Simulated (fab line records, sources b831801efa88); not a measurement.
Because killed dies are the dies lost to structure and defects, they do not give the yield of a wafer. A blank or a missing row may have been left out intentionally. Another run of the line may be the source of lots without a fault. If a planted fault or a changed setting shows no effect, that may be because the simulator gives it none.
fab line records ; flow sky130
record: lots: 12; wafers: 36; last_day: 50
route steps=708 shown FIELD_ISO@24 PWDE@55 VT_ADJUST_LVTN@106 PAD_OPEN@708
lots untouched by any fault: they come from a run of this same line in which no faults occurred
start_h: the number of hours between the record's first day and the start of the first shown wafer of the lot ; wait_h: hours from the lot's prior step to this one ; " unchanged from the row above ; L1.1+2: several wafers, shown together as one row ; - either no value or no given start ; * or withheld: withheld ; < > ~ a bound
route shown NAME@n: a module of which the file shows steps, and the number in the route of the first ; usual: mean/standard deviation of fault-free wafers ; same: alike in all rows ; chamber/n: place in a boat ; sites: each site's reading ; _std_site: how widely they spread, as a standard deviation ; _edge_site: inner sites' mean taken away from outer sites' mean ; radius_mm: for every site, how far away it sits from the centre of the wafer ; mask NAME#n: copy n ; behind: the most recent tool/chamber to have shaped the wafer ; hold: what put the lot on hold/how long, in hours/how the hold closed ; device: which transistor (n, p or np) failed to switch ; end of line: tests run on the same wafers once the route is complete ; where a step has no rows: the recipe by itself ; killed: at the first sort, the dies lost to defects and structure; wafer yield is something else ; map: shows each die of a wafer: x if killed, . if not, _ if none is there
set.NAME: the setting that was run; set.NAME@STEP: the one run at that earlier step ; model.NAME: the simulator's own value behind a step, which no gauge read
a sample of lots followed through the steps of the route, with each step as a table and each wafer as a row
services: when a tool's chamber went out of use (start_h, in hours from the record's first day, below 0 if earlier), for how many hours, and the reason
== steps ==
step: SKY_FIELD_ISO_THK_MEAS_23
recipe: reads: SiO2_of_FIELD_ISO_OXIDATION_22
usual: FIELD_ISO_OXIDATION_01_THK: 9.95/0.17
lot.wafer;tool;chamber;start_h;wait_h;FIELD_ISO_OXIDATION_01_THK[nm]
L831.2;film_metro-02;-;34.62;0.0;9.91
L831.5;film_metro-02;-;34.62;0.0;9.87
L831.6;film_metro-02;-;34.62;0.0;9.85
L832.2;film_metro-04;-;42.94;0.0;10.08
L832.3;film_metro-04;-;42.94;0.0;10.28
L832.6;film_metro-04;-;42.94;0.0;10.12
L833.1;film_metro-02;-;44.84;0.0;9.70
L833.3;film_metro-02;-;44.84;0.0;9.71
L833.6;film_metro-02;-;44.84;0.0;9.61
L834.2;film_metro-01;-;47.71;0.0;9.84
L834.4;film_metro-01;-;47.71;0.0;9.83
L834.5;film_metro-01;-;47.71;0.0;9.73
L836.1;film_metro-01;-;55.94;0.0;9.76
L836.2;film_metro-01;-;55.94;0.0;9.80
L836.4;film_metro-01;-;55.94;0.0;10.10
L837.1;film_metro-02;-;60.85;0.0;10.05
L837.2;film_metro-02;-;60.85;0.0;10.12
L837.5;film_metro-02;-;60.85;0.0;9.93
L838.1;film_metro-04;-;65.52;0.0;9.98
L838.3;film_metro-04;-;65.52;0.0;10.00
L838.4;film_metro-04;-;65.52;0.0;10.22
L842.4;film_metro-01;-;89.15;0.0;10.49
L842.5;film_metro-01;-;89.15;0.0;10.28
L842.6;film_metro-01;-;89.15;0.0;10.37
L845.3;film_metro-01;-;103.28;0.0;10.16
L845.4;film_metro-01;-;103.28;0.0;10.03
L845.5;film_metro-01;-;103.28;0.0;10.11
L846.2;film_metro-04;-;109.76;0.0;9.77
L846.3;film_metro-04;-;109.76;0.0;9.83
L846.4;film_metro-04;-;109.76;0.0;9.68
L847.2;film_metro-02;-;112.70;0.0;10.00
L847.3;film_metro-02;-;112.70;0.0;9.92
L847.4;film_metro-02;-;112.70;0.0;9.99
L854.1;film_metro-02;-;153.88;0.0;9.71
L854.3;film_metro-02;-;153.88;0.0;9.69
L854.4;film_metro-02;-;153.88;0.0;9.78
step: SKY_FIELD_ISO_CMP_27
recipe: stop_on: Si3N4; t_overpolish_s: 16; down_force_psi: 4; platen_rpm: 60; target_thk_nm: 457.8; pad_velocity_m_s: 0.94248
usual: head_pressure_psi: 3.999/0.0092; motor_current_A: 12.5/1.3; overpolish_run_s: 15.999/0.0093; retaining_ring_pressure_frac: 1.000/0.0051; t_overpolish_s: 16/0; time_to_endpoint_s: 111/3.3
lot.wafer;tool;chamber;start_h;wait_h;head_pressure_psi;motor_current_A;overpolish_run_s;retaining_ring_pressure_frac;t_overpolish_s;time_to_endpoint_s
L831.2;cmp-01;1;36.36;0.1;3.984;13.2;15.993;1.003;16;109
L831.6;cmp-01;0;36.36;0.1;4.016;13.3;15.998;0.997;16;113
L831.5;cmp-01;1;36.36;0.1;4.009;12.7;15.998;1.003;16;112
L832.2;cmp-01;0;44.72;0.1;3.997;13.8;15.982;1.003;16;109
L832.3;cmp-01;1;44.72;0.1;4.009;11.9;15.999;1.005;16;112
L832.6;cmp-01;3;44.72;0.1;3.985;12.7;16.003;0.993;16;106
L833.1;cmp-01;1;46.53;0.0;3.996;12.1;15.993;1.004;16;112
L833.3;cmp-01;0;46.53;0.0;3.994;14.9;15.996;1.004;16;108
L833.6;cmp-01;1;46.53;0.0;3.988;12.3;16.008;1.005;16;110
L834.2;cmp-01;2;49.53;0.0;3.999;13.3;15.998;1.000;16;107
L834.4;cmp-01;0;49.53;0.0;3.989;14.2;16.007;0.995;16;109
L834.5;cmp-01;3;49.53;0.0;4.000;12.7;16.011;1.003;16;108
L836.2;cmp-02;1;58.95;0.0;4.006;8.5;16.009;0.995;16;120
L836.4;cmp-02;2;58.95;0.0;4.007;12.0;15.999;1.005;16;112
L836.1;cmp-02;0;58.95;0.0;3.999;12.5;16.008;0.997;16;113
L837.2;cmp-02;3;63.79;0.1;4.000;10.7;15.987;0.994;16;117
L837.1;cmp-02;1;63.79;0.1;4.002;8.8;15.999;0.994;16;115
L837.5;cmp-02;2;63.79;0.1;4.005;11.8;16.010;0.998;16;113
L838.1;cmp-01;1;68.03;0.1;4.011;13.1;16.008;0.998;16;108
L838.4;cmp-01;2;68.03;0.1;3.994;12.9;15.995;0.999;16;106
L838.3;cmp-01;3;68.03;0.1;3.992;12.5;15.987;1.004;16;108
L842.4;cmp-01;2;90.81;0.0;3.998;13.6;15.994;0.995;16;112
L842.6;cmp-01;2;90.81;0.0;3.989;12.4;16.005;1.003;16;111
L842.5;cmp-01;3;90.81;0.0;4.014;12.9;15.994;1.009;16;112
L845.4;cmp-02;2;105.01;0.1;4.017;13.1;16.009;0.997;16;108
L845.3;cmp-02;3;105.01;0.1;3.995;11.1;16.004;0.999;16;112
L845.5;cmp-02;2;105.01;0.1;3.993;12.4;15.990;0.999;16;111
L846.2;cmp-01;1;111.44;0.0;4.015;12.6;22.607;0.995;22.629;111
L846.3;cmp-01;3;111.44;0.0;4.005;12.4;16.001;1.000;16;109
L846.4;cmp-01;0;111.44;0.0;4.016;13.7;16.004;0.996;16;114
L847.3;cmp-01;1;114.38;0.0;3.991;12.4;22.623;1.004;22.629;110
L847.4;cmp-01;2;114.38;0.0;4.010;12.5;16.010;0.999;16;111
L847.2;cmp-01;0;114.38;0.0;3.996;14.5;15.987;0.991;16;113
L854.1;cmp-02;3;155.58;0.0;3.992;10.7;15.985;1.000;16;116
L854.3;cmp-02;1;155.58;0.0;3.994;9.5;16.017;1.004;16;115
L854.4;cmp-02;2;155.58;0.0;4.008;12.8;15.984;1.002;16;112
step: SKY_PWDE_TW_MEAS_10
usual: PWDE_TW: 376/3.4
lot.wafer;tool;chamber;start_h;wait_h;PWDE_TW
L831.2;film_metro-04;-;70.51;0.1;375
L831.5;film_metro-04;-;70.51;0.1;375
L831.6;film_metro-04;-;70.51;0.1;376
L832.2;film_metro-04;-;79.69;0.1;377
L832.3;film_metro-04;-;79.69;0.1;377
L832.6;film_metro-04;-;79.69;0.1;379
L833.1;film_metro-01;-;81.21;0.1;380
L833.3;film_metro-01;-;81.21;0.1;381
L833.6;film_metro-01;-;81.21;0.1;381
L834.2;film_metro-03;-;85.59;0.1;374
L834.4;film_metro-03;-;85.59;0.1;374
L834.5;film_metro-03;-;85.59;0.1;374
L836.1;film_metro-03;-;95.15;0.1;372
L836.2;film_metro-03;-;95.15;0.1;375
L836.4;film_metro-03;-;95.15;0.1;375
L837.1;film_metro-03;-;99.13;0.1;373
L837.2;film_metro-03;-;99.13;0.1;371
L837.5;film_metro-03;-;99.13;0.1;373
L838.1;film_metro-04;-;104.36;0.1;376
L838.3;film_metro-04;-;104.36;0.1;376
L838.4;film_metro-04;-;104.36;0.1;377
L842.4;film_metro-03;-;129.18;0.1;370
L842.5;film_metro-03;-;129.18;0.1;371
L842.6;film_metro-03;-;129.18;0.1;368
L845.3;film_metro-01;-;145.08;0.1;380
L845.4;film_metro-01;-;145.08;0.1;378
L845.5;film_metro-01;-;145.08;0.1;380
L846.2;film_metro-01;-;151.69;0.1;378
L846.3;film_metro-01;-;151.69;0.1;377
L846.4;film_metro-01;-;151.69;0.1;380
L847.2;film_metro-04;-;157.06;0.1;377
L847.3;film_metro-04;-;157.06;0.1;377
L847.4;film_metro-04;-;157.06;0.1;374
L854.1;film_metro-03;-;200.15;0.1;375
L854.3;film_metro-03;-;200.15;0.1;375
L854.4;film_metro-03;-;200.15;0.1;375
step: SKY_VT_ADJUST_LVTN_STRIP_09
recipe: chemistry: O2/N2; power_w: 1400; pressure_mtorr: 1500; platen_temp_c: withheld; o2_flow_sccm: 3000; n2_flow_sccm: 300; overash_fraction: 0.5
usual: chamber_pressure_mTorr: 1499.9/1.4; drypump_motor_current_A: 5.71/0.23; n2_flow_sccm: 300.1/0.86; oes_product_au: 0.722/0.0047; strip_time_to_endpoint_s: 36.91/0.11
lot.wafer;tool;chamber;start_h;wait_h;chamber_pressure_mTorr;drypump_motor_current_A;n2_flow_sccm;oes_product_au;rf_hours_counter_h;strip_time_to_endpoint_s
L831.2;plasma_asher-03;1;142.93;0.1;1498.9;5.41;299.0;0.729;2;37.03
L831.5;plasma_asher-03;0;142.93;0.1;1499.4;5.82;299.9;0.724;-;36.84
L831.6;plasma_asher-03;1;142.93;0.1;1499.8;5.40;300.1;0.722;-;37.01
L832.2;plasma_asher-02;1;152.88;0.1;1499.7;6.16;299.7;0.725;48;36.91
L832.3;plasma_asher-02;0;152.88;0.1;1500.8;5.67;299.5;0.725;-;36.86
L832.6;plasma_asher-02;1;152.88;0.1;1502.6;6.12;299.8;0.723;-;36.83
L833.1;plasma_asher-03;1;156.03;0.1;1499.8;5.40;299.6;0.720;4;36.82
L833.3;plasma_asher-03;0;156.03;0.1;1499.8;5.78;300.8;0.725;-;37.07
L833.6;plasma_asher-03;0;156.03;0.1;1500.6;5.83;300.0;0.720;-;36.97
L834.2;plasma_asher-02;0;160.05;0.1;1497.5;5.67;301.7;0.714;48;36.95
L834.4;plasma_asher-02;0;160.05;0.1;1502.4;5.67;301.3;0.720;-;37.09
L834.5;plasma_asher-02;0;160.05;0.1;1499.3;5.66;300.5;0.728;-;37.20
L836.1;plasma_asher-04;1;170.95;0.1;1499.3;5.61;299.8;0.720;50;36.86
L836.2;plasma_asher-04;0;170.95;0.1;1497.4;5.72;300.7;0.724;50;36.90
L836.4;plasma_asher-04;1;170.95;0.1;1500.3;5.56;299.8;0.723;-;36.93
L837.1;plasma_asher-03;1;175.65;0.1;1501.1;5.41;300.4;0.727;5;36.97
L837.2;plasma_asher-03;0;175.65;0.1;1501.4;5.81;299.2;0.718;5;37.05
L837.5;plasma_asher-03;0;175.65;0.1;1498.2;5.82;299.6;0.727;-;37.06
L838.1;plasma_asher-03;0;182.84;0.1;1500.7;5.79;299.2;0.719;6;36.66
L838.3;plasma_asher-03;0;182.84;0.1;1499.9;5.81;300.9;0.715;-;36.75
L838.4;plasma_asher-03;1;182.84;0.1;1500.7;5.41;299.9;0.730;-;36.78
L842.4;plasma_asher-02;0;212.27;0.1;1498.0;5.66;301.0;0.726;-;37.08
L842.5;plasma_asher-02;0;212.27;0.1;1501.0;5.67;301.7;0.723;-;36.90
L842.6;plasma_asher-02;1;212.27;0.1;1499.5;6.13;299.2;0.723;-;36.98
L845.3;plasma_asher-02;1;231.79;0.1;1500.0;6.11;301.6;0.722;-;36.97
L845.4;plasma_asher-02;0;231.79;0.1;1498.6;5.67;302.0;0.725;-;36.95
L845.5;plasma_asher-02;0;231.79;0.1;1499.4;5.66;300.8;0.717;-;36.94
L846.2;plasma_asher-03;1;239.84;0.1;1500.8;5.42;300.2;0.722;11;36.90
L846.3;plasma_asher-03;0;239.84;0.1;1499.0;5.81;299.2;0.719;-;36.81
L846.4;plasma_asher-03;1;239.84;0.1;1502.1;5.43;300.5;0.718;-;36.81
L847.2;plasma_asher-04;1;244.54;0.1;1498.6;5.55;301.8;0.718;58;36.91
L847.3;plasma_asher-04;1;244.54;0.1;1498.8;5.55;300.9;0.726;-;36.89
L847.4;plasma_asher-04;0;244.54;0.1;1501.1;5.74;301.0;0.718;-;36.87
L854.1;plasma_asher-03;1;295.74;0.1;1497.4;5.41;300.5;0.721;17;36.90
L854.3;plasma_asher-03;1;295.74;0.1;1498.4;5.42;300.8;0.727;-;36.83
L854.4;plasma_asher-03;0;295.74;0.1;1499.8;5.83;299.5;0.720;-;36.86
step: SKY_PAD_OPEN_PROBE_99
usual: killed_at_M0_to_M3: 43/7.7; killed_at_M4_up: 3.0/1.7; killed_at_contacts: 24/5.2; killed_at_front_end: 15/4.5; killed_at_other: 0.3/0.5; killed_dies: 85/9.5; killed_open: 47/6.6; killed_short: 38/6.6
same: gross_dies: 492; killed_at_back_side: 0
lot.wafer;tool;chamber;start_h;wait_h;killed_at_M0_to_M3;killed_at_M4_up;killed_at_contacts;killed_at_front_end;killed_at_other;killed_dies;killed_open;killed_short
L837.1;prober-01;-;1111.39;0.1;35;0;19;21;0;75;39;36
L837.2;prober-01;-;1111.44;0.1;39;2;18;19;0;78;42;36
L837.5;prober-01;-;1111.59;0.2;40;2;36;13;0;91;50;41
L842.4;prober-01;-;1134.99;0.2;49;2;32;15;2;100;62;38
L842.5;prober-01;-;1135.04;0.2;58;4;32;11;1;106;63;43
L842.6;prober-01;-;1135.09;0.2;48;2;33;11;1;95;53;42
L845.3;prober-01;-;1172.15;0.2;28;6;26;13;1;74;40;34
L845.4;prober-01;-;1172.20;0.2;46;8;15;17;0;86;40;46
L845.5;prober-01;-;1172.25;0.2;50;3;23;12;0;88;45;43
killed by level:class
L837.1 VIA1:geometric_particle:open=10 POLY_GATE:geometric_particle:short=8 LI_CONTACT:geometric_particle:open=6 CONTACT:geometric_particle:short=6 FIELD_ISO:geometric_particle:short=4 CONTACT:geometric_particle:open=4 VIA2:geometric_particle:short=4 VIA2:geometric_particle:open=4
L837.2 VIA2:geometric_particle:open=7 FIELD_ISO:geometric_particle:open=6 CONTACT:geometric_particle:open=6 CONTACT:geometric_particle:short=6 VIA1:geometric_particle:open=6 METAL2:geometric_particle:short=6 VIA3:geometric_particle:open=6 SPACER:geometric_particle:open=4
L837.5 VIA1:geometric_particle:open=11 CONTACT:geometric_particle:open=10 CONTACT:geometric_particle:short=10 LI_CONTACT:geometric_particle:open=7 VIA2:geometric_particle:open=7 POLY_GATE:geometric_particle:open=6 LI_CONTACT:geometric_particle:short=6 VIA1:geometric_particle:short=5
L842.4 VIA1:geometric_particle:open=15 CONTACT:geometric_particle:open=12 LI_CONTACT:geometric_particle:open=11 METAL1:geometric_particle:short=7 CONTACT:geometric_particle:short=6 VIA2:geometric_particle:open=6 VIA1:geometric_particle:short=5 POLY_GATE:geometric_particle:open=4
L842.5 VIA1:geometric_particle:open=17 CONTACT:geometric_particle:open=10 VIA2:geometric_particle:open=9 LOCAL_INTERCONNECT:geometric_particle:short=8 VIA3:geometric_particle:open=8 LI_CONTACT:geometric_particle:open=7 METAL2:geometric_particle:short=7 CONTACT:geometric_particle:short=4
L842.6 CONTACT:geometric_particle:open=13 LI_CONTACT:geometric_particle:open=10 VIA2:geometric_particle:open=9 VIA1:geometric_particle:open=6 METAL1:geometric_particle:short=6 VIA1:geometric_particle:short=6 CONTACT:geometric_particle:short=5 VIA3:geometric_particle:open=5
L845.3 VIA1:geometric_particle:open=10 CONTACT:geometric_particle:open=8 CONTACT:geometric_particle:short=7 METAL2:geometric_particle:short=5 LI_CONTACT:geometric_particle:open=4 VIA2:geometric_particle:open=4 SPACER:geometric_particle:open=3 LI_CONTACT:geometric_particle:short=3
L845.4 VIA1:geometric_particle:open=8 VIA1:geometric_particle:short=7 VIA3:geometric_particle:open=7 VIA2:geometric_particle:open=6 METAL3:geometric_particle:short=6 FIELD_ISO:geometric_particle:short=5 POLY_GATE:geometric_particle:open=5 METAL4:geometric_particle:short=5
L845.5 VIA1:geometric_particle:open=14 VIA1:geometric_particle:short=7 VIA2:geometric_particle:open=7 POLY_GATE:geometric_particle:short=6 CONTACT:geometric_particle:open=6 LI_CONTACT:geometric_particle:open=5 CONTACT:geometric_particle:short=5 METAL1:geometric_particle:short=5
== services ==
tool;chamber;start_h;hours;kind
cmp-02;-;29.89;1.8;repair
cmp-01;-;42.91;0.9;repair
cmp-02;-;43.27;0.7;repair
cmp-01;-;59.68;0.3;repair
cmp-02;-;64.04;4.0;pm
cmp-02;-;68.04;-;consumable_replace:conditioner
cmp-01;-;72.41;0.9;repair
cmp-01;-;75.77;5.7;pm
cmp-02;-;81.11;1.5;repair
plasma_asher-03;-;108.75;9.0;pm
plasma_asher-03;0;108.75;9.0;vent_cycle
plasma_asher-03;1;108.75;9.0;vent_cycle
cmp-02;-;114.77;4.5;pm
plasma_asher-03;0;117.75;-;clean
plasma_asher-03;1;117.75;-;clean
cmp-02;-;121.48;32.7;repair
cmp-02;-;174.24;1.9;repair
cmp-02;-;185.58;4.6;pm
plasma_asher-03;-;194.28;5.4;repair
plasma_asher-04;-;199.25;1.9;repair
cmp-01;-;232.00;4.0;pm
cmp-01;-;236.00;-;consumable_replace:conditioner
cmp-01;-;236.00;-;consumable_replace:pad
plasma_asher-04;-;252.40;4.3;pm
== key ==
first_sign: step: SKY_FIELD_ISO_CMP_27; reading: t_overpolish_s; direction: up; sigmas: 99+; usual: 16; struck: 22.629
effect: step: SKY_FIELD_ISO_CMP_27; reading: overpolish_run_s; direction: up; sigmas: 99+; usual: 15.999; struck: 22.615
met_at SKY_FIELD_ISO_CMP_27
struck_lots L846,L847
struck_wafers L846.2,L847.3
tester_left_out L846,L847
not_acting_at SKY_FIELD_ISO_THK_MEAS_23,SKY_PWDE_TW_MEAS_10,SKY_VT_ADJUST_LVTN_STRIP_09
onset_between 68.03 111.44
fault: kind: process_parameter_drift; tool: cmp-01; chamber: 1; onset_h: 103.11; steps: SKY_FIELD_ISO_CMP_27; channel: t_overpolish_s; offset: 6.6289; shape: step; end_h: 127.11; acts_in: these_recipes_only; stated: 16
tester_left_out: of these lots the tester's yield and bins aren't shown, on N5 and GAA mostly nor the transistor test; their killed dies are dies lost to structure and defects alone, not to doping, threshold or leakage, so they don't give the yield
